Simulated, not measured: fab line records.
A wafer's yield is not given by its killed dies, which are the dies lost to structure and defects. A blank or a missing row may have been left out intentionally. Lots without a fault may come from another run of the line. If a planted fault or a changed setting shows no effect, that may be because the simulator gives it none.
Which tool is to blame? | flow gf180mcu | 6 lots with 18 wafers sampled at 3 steps, on a route of 602 steps

## WHAT THE GAUGES SHOWED, per wafer
GF_SALICIDE_THK_MEAS_05: measures by xrf.
lot  | measured     | on            | SALICIDE_TIN_THK (nm)
L387 | day 15 12:32 | film-metro-04 | 20.01 19.65 19.68
L390 | day 16 15:37 | film-metro-03 | 19.98 20.27 20.48
L393 | day 17 14:11 | film-metro-04 | 20.23 20.45 20.14
L396 | day 18 19:43 | film-metro-01 | 20.58 21.52 20.56 20.62 21.62 20.48
L406 | day 22 07:52 | film-metro-01 | 20.17 20.33 19.84
L408 | day 22 21:35 | film-metro-01 | 20.60 20.19 20.49

## WHICH TOOL RAN EACH LOT (tool, then ch and the chambers of the sampled wafers, then the start)
lot  | GF_SAB_ETCH_11                     | GF_SALICIDE_SPUTTER_03
L387 | rie-diel-01 ch 0,3, day 15 11:59   | pvd-sputter-02, day 15 12:22
L390 | rie-diel-01 ch 0,2,3, day 16 15:05 | pvd-sputter-02, day 16 15:27
L393 | rie-diel-01 ch 2,3, day 17 13:38   | pvd-sputter-04, day 17 14:02
L396 | rie-diel-01 ch 1,2, day 18 19:11   | pvd-sputter-04, day 18 19:33
L406 | rie-diel-03 ch 1,2,3, day 22 07:19 | pvd-sputter-04, day 22 07:42
L408 | rie-diel-03 ch 0,2,3, day 22 21:04 | pvd-sputter-04, day 22 21:26
- GF_SAB_ETCH_11: etches SiO2 in C4F8/O2/Ar, target depth 55 nm, time 8.5 s.
- GF_SALICIDE_SPUTTER_03: material TiN, target thk 20 nm, time 16.7 s.

## THE ANSWER, worked out from the rows above alone
Rule: the lots themselves supply what counts as usual. Put in order of their means at a reading, lots are off if they are a third of the lots or fewer, leave a main group of 4 or more, and stand apart from it by a gap of 3 or more times the standard deviation of the main group's means; of several such gaps the widest counts. Not used: any main group whose means are identical at the precision the tables above print for the reading. Also off: a lot with no number at a reading for which 4 or more lots have one. All remaining lots with rows at the step are treated as sound.
Across all readings shown, no lot is off: no conclusion can be drawn from this.

## WHAT WAS PUT IN BY THE SIMULATOR
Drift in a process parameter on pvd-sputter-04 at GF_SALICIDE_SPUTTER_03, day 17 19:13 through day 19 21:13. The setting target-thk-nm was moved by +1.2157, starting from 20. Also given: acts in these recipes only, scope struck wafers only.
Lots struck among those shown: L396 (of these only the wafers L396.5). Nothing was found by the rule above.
